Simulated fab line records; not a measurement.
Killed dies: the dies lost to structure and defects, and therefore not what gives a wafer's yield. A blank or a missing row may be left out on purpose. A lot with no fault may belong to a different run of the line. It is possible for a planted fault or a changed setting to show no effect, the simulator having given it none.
The same fault as seen by 2 desks || flow sky130 || each desk has only its own numbers; what lay behind them comes last

== FOR THE TOOL OWNER'S DESK: ilineStepper-01 ==
The tool's own readings at SKY_VT_ADJUST_HVTP_EXPOSE_04 (exposes mask HVTPM, target cd 380 nm): means of the sampled wafers that have a number, for each lot that ran on this tool. A lot is out of limits, marked OUT, if its mean lies more than 4 standard deviations from the usual mean; the brackets give that distance.
Columns: A = exposureDoseMJCm2 at SKY_VT_ADJUST_HVTP_EXPOSE_04, usual 139.95
{"lot": "L262", "first seen here": "day 5 22:02", "A": 139.99}
{"lot": "L263", "first seen here": "day 6 02:47", "A": 139.89}
{"lot": "L264", "first seen here": "day 6 09:55", "A": 140.04}
{"lot": "L265", "first seen here": "day 6 18:37", "A": 140.03}
{"lot": "L267", "first seen here": "day 7 01:47", "A": 139.90}
{"lot": "L269", "first seen here": "day 7 17:27", "A": 140.05}
{"lot": "L270", "first seen here": "day 7 23:52", "A": 140.01}
This desk's finding: nothing out of limits on any of the 7 lots.

== METROLOGY DESK ==
Means of the sampled wafers that have a number, per lot and without regard to the tool the lot ran on: this is what the gauges read. A lot is out of limits, marked OUT, if its mean lies more than 4 standard deviations from the usual mean; the brackets give that distance.
Columns: A = FIELD_ISO_OXIDATION_00_THK at SKY_FIELD_ISO_THK_MEAS_02, usual 11.97 nm; B = VT_ADJUST_HVTP_OVL at SKY_VT_ADJUST_HVTP_OVL_MEAS_08, usual 0.6 nm; C = SONOS_TUNNEL_TW at SKY_SONOS_TUNNEL_TW_MEAS_12, usual 197.2
{"lot": "L261", "first seen here": "day 1 12:36", "A": 11.98, "B": 0.0, "C": 195.9}
{"lot": "L262", "first seen here": "day 1 17:29", "A": 12.04, "B": 0.8, "C": 197.9}
{"lot": "L263", "first seen here": "day 1 22:52", "A": 11.72, "B": 0.4, "C": 198.2}
{"lot": "L264", "first seen here": "day 2 04:09", "A": 11.77, "B": -0.1, "C": 194.5}
{"lot": "L265", "first seen here": "day 2 09:05", "A": 12.22, "B": "-134.7 (-99 or more) OUT", "C": "-"}
{"lot": "L267", "first seen here": "day 2 18:14", "A": 12.39, "B": "-132.7 (-99 or more) OUT", "C": "-"}
{"lot": "L269", "first seen here": "day 3 03:50", "A": 11.65, "B": "-132.0 (-99 or more) OUT", "C": "-"}
{"lot": "L270", "first seen here": "day 3 09:45", "A": 11.97, "B": "-133.4 (-99 or more) OUT", "C": "-"}
{"lot": "L275", "first seen here": "day 4 10:29", "A": 11.72, "B": 1.0, "C": 198.1}
{"lot": "L277", "first seen here": "day 4 19:38", "A": 12.09, "B": -0.2, "C": 198.6}
{"lot": "L278", "first seen here": "day 5 00:59", "A": 11.77, "B": -0.3, "C": 196.3}
{"lot": "L279", "first seen here": "day 5 09:35", "A": 12.50, "B": 0.4, "C": 198.3}
{"lot": "L281", "first seen here": "day 5 16:24", "A": 12.01, "B": -0.5, "C": 197.1}
{"lot": "L282", "first seen here": "day 6 00:15", "A": 12.00, "B": -0.1, "C": 197.0}
This desk's result: L265, L267, L269, L270 out of limits, first on L265 (VT_ADJUST_HVTP_OVL at SKY_VT_ADJUST_HVTP_OVL_MEAS_08), day 7 04:04. L261, L262, L263, L264, L275, L277, L278, L279, L281, L282: within limits.

== PUT TOGETHER ==
An alarm was possible from the metrology desk at day 7 04:04, on L265, L267, L269, L270.
The tool owner's desk saw nothing out of limits.
The tool owner's desk has L265, L267, L269, L270 on record, within its limits.
SKY_VT_ADJUST_HVTP_EXPOSE_04 was run on ilineStepper-01 by each of the lots named.

== WHAT THE SIMULATOR PUT IN ==
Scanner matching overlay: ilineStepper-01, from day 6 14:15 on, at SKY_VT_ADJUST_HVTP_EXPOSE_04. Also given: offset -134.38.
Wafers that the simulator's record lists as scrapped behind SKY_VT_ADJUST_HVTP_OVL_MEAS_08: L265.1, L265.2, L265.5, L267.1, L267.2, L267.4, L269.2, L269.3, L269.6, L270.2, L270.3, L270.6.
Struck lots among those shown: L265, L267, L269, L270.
Time in hours between the start of the fault and the first out-of-limits reading at each desk: metrology desk, 14.
